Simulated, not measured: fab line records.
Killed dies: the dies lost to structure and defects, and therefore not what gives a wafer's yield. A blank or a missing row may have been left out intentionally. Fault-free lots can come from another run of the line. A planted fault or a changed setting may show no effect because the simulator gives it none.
Which of the tools did it? -- flow sky130 -- 36 wafers from 12 lots sampled at 3 of the route's 708 steps

WHAT THE GAUGES SHOWED, per wafer
SKY_FIELD_ISO_BOW_MEAS_00. Usual: INCOMING_BOW typically reads 0 um, with standard deviation 6.3.
lot,measured,on,INCOMING_BOW (um),flag
L150,day 1 10:02,filmMetro-04,0 1 -2,
L151,day 1 15:02,filmMetro-02,14 2 -10,
L152,day 1 20:00,filmMetro-03,-1 -2 -3,
L153,day 2 01:01,filmMetro-03,3 -7 -2,
L154,day 2 06:01,filmMetro-02,-5 0 7,
L155,day 2 11:04,filmMetro-04,6 1 -15,
L162,day 3 22:02,filmMetro-02,1 -3 -1,
L163,day 4 03:01,filmMetro-02,-6 1 -4,
L170,day 5 14:01,filmMetro-03,8 -7 -9,
L171,day 5 19:01,filmMetro-04,4 -2 8,
L172,day 6 00:00,filmMetro-04,8 -1 2,
L173,day 6 05:00,filmMetro-03,8 9 17,

SKY_LI_CONTACT_OVL_MEAS_13. Usual: LI_CONTACT_OVL typically reads 3 nm, with standard deviation 5.
lot,measured,on,LI_CONTACT_OVL (nm),flag
L150,day 28 23:37,overlay-01,6 2 4,
L151,day 29 12:00,overlay-02,4 10 6,
L152,day 30 09:30,overlay-02,3 0 3,
L153,day 30 19:36,overlay-02,4 1 4,
L154,day 31 05:59,overlay-01,2 5 1,
L155,day 30 23:32,overlay-02,7 8 12,
L162,day 33 08:31,overlay-01,-2 -1 -6,
L163,day 33 16:37,overlay-01,-2 -7 7,
L170,day 35 16:37,overlay-01,7 1 3,
L171,day 35 19:59,overlay-02,7 9 15,
L172,day 36 04:42,overlay-01,10 12 7,
L173,day 36 14:12,overlay-01,4 -1 -6,

WHAT TOOL EACH LOT RAN ON (gives the tool, then ch and the chambers of the sampled wafers, and finally the start)
lot,SKY_LDD_N_IMPLANT_08
L150,"implanter-01 ch 0, day 17 11:28"
L151,"implanter-03 ch 0, day 17 22:42"
L152,"implanter-02 ch 0, day 18 21:38"
L153,"implanter-02 ch 0, day 19 10:04"
L154,"implanter-03 ch 0, day 19 20:13"
L155,"implanter-02 ch 0, day 19 17:11"
L162,"implanter-03 ch 0, day 22 08:54"
L163,"implanter-03 ch 0, day 22 18:49"
L170,"implanter-02 ch 0, day 24 22:22"
L171,"implanter-01 ch 0, day 25 03:32"
L172,"implanter-03 ch 0, day 25 16:00"
L173,"implanter-01 ch 0, day 26 02:11"
- SKY_LDD_N_IMPLANT_08

WHAT THE TOOLS THEMSELVES READ (means of the sampled wafers that have a number; where no wafer has one, the mark that the record gives instead)
SKY_LDD_N_IMPLANT_08. Usual: beamEnergyKeV 20.000, standard deviation 0.0065; beamOnS 10.01 s, standard deviation 0.21; faradayCurrentUA 422, standard deviation 9; rotationDeg 23.000 degrees, standard deviation 0.019.
lot,tool,beamEnergyKeV,beamOnS (s),faradayCurrentUA,rotationDeg (degrees),flag
L150,implanter-01,20.000,9.81,431,22.988,
L151,implanter-03,19.999,10.12,417,22.994,
L152,implanter-02,20.001,9.99,423,23.025,
L153,implanter-02,19.998,10.07,420,23.003,
L154,implanter-03,19.993,10.09,419,22.987,
L155,implanter-02,19.998,9.95,425,22.996,
L162,implanter-03,20.007,8.70,485,23.011,OFF
L163,implanter-03,20.005,8.60,493,22.974,OFF
L170,implanter-02,19.988,10.16,415,23.003,
L171,implanter-01,20.000,9.87,427,23.000,
L172,implanter-03,20.002,9.92,425,23.003,
L173,implanter-01,20.008,10.00,424,23.008,

THE ANSWER, worked out from the rows above alone
Rule: take the mean of a lot's wafers that have a number; if it is more than 3 standard deviations from the usual mean, the lot is off. A lot without any number at a reading at which 4 lots or more have one is off too. Any other lot the step has rows for is counted as sound. First the gauges in route order, then the tools' own readings, where a lot's mean is used as printed above. The first step at which some lot is off is used, and at that step the reading that is off furthest; a lot without a number counts as furthest.
Off, at SKY_LDD_N_IMPLANT_08 on faradayCurrentUA: L162, L163.
A tool fits if, at that step or a process step before it, it ran every lot that is off, and no sound lot after the first of them. No candidate that was tried fits.

WHAT THE SIMULATOR HAD PUT IN
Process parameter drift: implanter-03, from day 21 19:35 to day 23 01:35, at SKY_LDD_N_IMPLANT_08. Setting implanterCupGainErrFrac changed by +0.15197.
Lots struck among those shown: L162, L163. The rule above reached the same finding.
